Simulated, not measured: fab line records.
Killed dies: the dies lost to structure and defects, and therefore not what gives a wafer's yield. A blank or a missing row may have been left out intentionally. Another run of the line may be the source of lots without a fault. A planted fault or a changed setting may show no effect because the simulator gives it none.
Lot-split experiment || flow gf180mcu || route with 602 steps; 5 lots, 23 wafers read

== THE SPLIT ITSELF ==
At GF_M2_SPUTTER_02 (material AlCu, target thk 450 nm, time 23.9 s), the setting power_w was moved away from the recipe's 10600 W on 10 of the 23 wafers read, by -10.4% to +10.0%. All remaining wafers had this setting at the recipe value.

== FROM THE SPLIT TO THE READING: what the file shows between them, 7 steps ==
- GF_M2_SPUTTER_03: material Ti, target thk 10 nm, time 6.7 s
- GF_M2_SPUTTER_04: material TiN, target thk 50 nm, time 41.7 s
- GF_M2_RS_MEAS_05: measures by four-point-probe
- GF_M2_THK_MEAS_06: measures by xrf
- GF_M2_SOFTBAKE_10: time 60 s (also split here: temp_c)
- GF_M2_EXPOSE_11: exposes mask Metal2, target cd 280 nm
- GF_M2_PEB_12: peb time 90 s

== THE READING ==
oes_product_au, in a.u., at GF_M2_METAL_ETCH_16 (etches the open film in Cl2/BCl3, stops on SiO2, target depth 627.5 nm, time 104.6 s). On this fab line, fault-free wafers typically give 0.966 a.u. with a standard deviation of 0.0083 a.u.

{"wafer": "L076.3", "tool, chamber at the split": "pvd_sputter-02, -", "power_w as run, W": 10600, "against the recipe": "recipe", "oes_product_au, a.u.": 0.979, "against lot-mates on the recipe": "-"}
{"wafer": "L076.4", "tool, chamber at the split": "pvd_sputter-02, -", "power_w as run, W": 10600, "against the recipe": "recipe", "oes_product_au, a.u.": 0.965, "against lot-mates on the recipe": "-"}
{"wafer": "L076.6", "tool, chamber at the split": "pvd_sputter-02, -", "power_w as run, W": 10600, "against the recipe": "recipe", "oes_product_au, a.u.": 0.976, "against lot-mates on the recipe": "-"}
{"wafer": "L078.1", "tool, chamber at the split": "pvd_sputter-02, -", "power_w as run, W": 10600, "against the recipe": "recipe", "oes_product_au, a.u.": 0.966, "against lot-mates on the recipe": "-"}
{"wafer": "L078.2", "tool, chamber at the split": "pvd_sputter-02, -", "power_w as run, W": 10600, "against the recipe": "recipe", "oes_product_au, a.u.": 0.963, "against lot-mates on the recipe": "-"}
{"wafer": "L078.4", "tool, chamber at the split": "pvd_sputter-02, -", "power_w as run, W": 11660, "against the recipe": "+10.0%", "oes_product_au, a.u.": 0.989, "against lot-mates on the recipe": "+0.026"}
{"wafer": "L078.5", "tool, chamber at the split": "pvd_sputter-02, -", "power_w as run, W": 11660, "against the recipe": "+10.0%", "oes_product_au, a.u.": 0.984, "against lot-mates on the recipe": "+0.021"}
{"wafer": "L078.6", "tool, chamber at the split": "pvd_sputter-02, -", "power_w as run, W": 10600, "against the recipe": "recipe", "oes_product_au, a.u.": 0.961, "against lot-mates on the recipe": "-"}
{"wafer": "L079.1", "tool, chamber at the split": "pvd_sputter-01, -", "power_w as run, W": 11380, "against the recipe": "+7.4%", "oes_product_au, a.u.": 0.992, "against lot-mates on the recipe": "+0.016"}
{"wafer": "L079.2", "tool, chamber at the split": "pvd_sputter-01, -", "power_w as run, W": 10600, "against the recipe": "recipe", "oes_product_au, a.u.": 0.976, "against lot-mates on the recipe": "-"}
{"wafer": "L079.3", "tool, chamber at the split": "pvd_sputter-01, -", "power_w as run, W": 11380, "against the recipe": "+7.4%", "oes_product_au, a.u.": 0.995, "against lot-mates on the recipe": "+0.019"}
{"wafer": "L079.4", "tool, chamber at the split": "pvd_sputter-01, -", "power_w as run, W": 11380, "against the recipe": "+7.4%", "oes_product_au, a.u.": 0.993, "against lot-mates on the recipe": "+0.017"}
{"wafer": "L079.6", "tool, chamber at the split": "pvd_sputter-01, -", "power_w as run, W": 10600, "against the recipe": "recipe", "oes_product_au, a.u.": 0.975, "against lot-mates on the recipe": "-"}
{"wafer": "L080.1", "tool, chamber at the split": "pvd_sputter-01, -", "power_w as run, W": 11220, "against the recipe": "+5.8%", "oes_product_au, a.u.": 0.986, "against lot-mates on the recipe": "+0.018"}
{"wafer": "L080.2", "tool, chamber at the split": "pvd_sputter-01, -", "power_w as run, W": 10600, "against the recipe": "recipe", "oes_product_au, a.u.": 0.968, "against lot-mates on the recipe": "-"}
{"wafer": "L080.4", "tool, chamber at the split": "pvd_sputter-01, -", "power_w as run, W": 10600, "against the recipe": "recipe", "oes_product_au, a.u.": 0.969, "against lot-mates on the recipe": "-"}
{"wafer": "L080.5", "tool, chamber at the split": "pvd_sputter-01, -", "power_w as run, W": 11220, "against the recipe": "+5.8%", "oes_product_au, a.u.": 1.001, "against lot-mates on the recipe": "+0.033"}
{"wafer": "L080.6", "tool, chamber at the split": "pvd_sputter-01, -", "power_w as run, W": 10600, "against the recipe": "recipe", "oes_product_au, a.u.": 0.968, "against lot-mates on the recipe": "-"}
{"wafer": "L083.1", "tool, chamber at the split": "pvd_sputter-04, -", "power_w as run, W": 9495, "against the recipe": "-10.4%", "oes_product_au, a.u.": 0.939, "against lot-mates on the recipe": -0.039}
{"wafer": "L083.2", "tool, chamber at the split": "pvd_sputter-04, -", "power_w as run, W": 10600, "against the recipe": "recipe", "oes_product_au, a.u.": 0.983, "against lot-mates on the recipe": "-"}
{"wafer": "L083.3", "tool, chamber at the split": "pvd_sputter-04, -", "power_w as run, W": 9495, "against the recipe": "-10.4%", "oes_product_au, a.u.": 0.922, "against lot-mates on the recipe": -0.056}
{"wafer": "L083.5", "tool, chamber at the split": "pvd_sputter-04, -", "power_w as run, W": 9495, "against the recipe": "-10.4%", "oes_product_au, a.u.": 0.926, "against lot-mates on the recipe": -0.052}
{"wafer": "L083.6", "tool, chamber at the split": "pvd_sputter-04, -", "power_w as run, W": 10600, "against the recipe": "recipe", "oes_product_au, a.u.": 0.973, "against lot-mates on the recipe": "-"}

THE FIT
A straight line over all 23 wafers: oes_product_au changes by +0.00322 a.u. for each +1% of power_w; r = +0.92; the points scatter about the line by 0.0084 a.u.
The same after taking each lot's own level away (the mean of its wafers on the recipe; 23 wafers): +0.00365 a.u. for each +1%; r = +0.94; scatter 0.0075 a.u.
The reading moves by 0.038 a.u. for the largest change in power_w, on that fit.
From 0.9633 to 0.9780 a.u.: that is the span of the lots' own levels, equal to 1.8 times the standard deviation above.
Thus the slope moves with the lot-to-lot level: the two fits are different.
Check: -0.0422 a.u. against its lot-mates is what the line predicts for one of the wafers moved furthest among these (-10.4%) when that wafer is left out of the fit. Against them it came out at -0.039 a.u.

== ADDITIONAL SPLITS CARRIED BY THESE WAFERS ==
Note: prior to the reading, these wafers also went through further splits. Each is held against what the fit with the lots' levels taken away leaves over:
{"other split on the same wafers": "GF_M1_METAL_ETCH_16 bias_w", "wafers away from the commonest value": 8, "r with oes_product_au (lot level and that fit taken away)": "+0.20"}
{"other split on the same wafers": "GF_M2_SOFTBAKE_10 temp_c", "wafers away from the commonest value": 10, "r with oes_product_au (lot level and that fit taken away)": -0.35}

== THE WHOLE CHAIN: every reading that the file lists as answering this split, in the file's order ==
{"step": "GF_M2_SPUTTER_02", "what it does": "material AlCu, target thk 450 nm, time 23.9 s", "reading": "AlCu_of_M2_SPUTTER_02.thk_nm (the simulator's own value, which no gauge read)", "change (the file's fit)": "+4.74 nm for each +1% of the setting", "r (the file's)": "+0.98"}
{"step": "GF_M2_RS_MEAS_05", "what it does": "measures by four-point-probe", "reading": "M2_ALCU_RS", "change (the file's fit)": "-0.000734 for each +1% of the setting", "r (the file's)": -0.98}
{"step": "GF_M2_THK_MEAS_06", "what it does": "measures by xrf", "reading": "M2_ALCU_THK", "change (the file's fit)": "+4.85 for each +1% of the setting", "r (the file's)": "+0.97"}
{"step": "GF_M2_METAL_ETCH_16", "what it does": "etches the open film in Cl2/BCl3, stops on SiO2, target depth 627.5 nm, time 104.6 s", "reading": "oes_product_au", "change (the file's fit)": "+0.00343 a.u. for each +1% of the setting", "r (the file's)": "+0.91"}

== THE FILE'S OWN FIT ==
oes_product_au changes by +0.00343 a.u. for each +1% of power_w, r = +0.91.
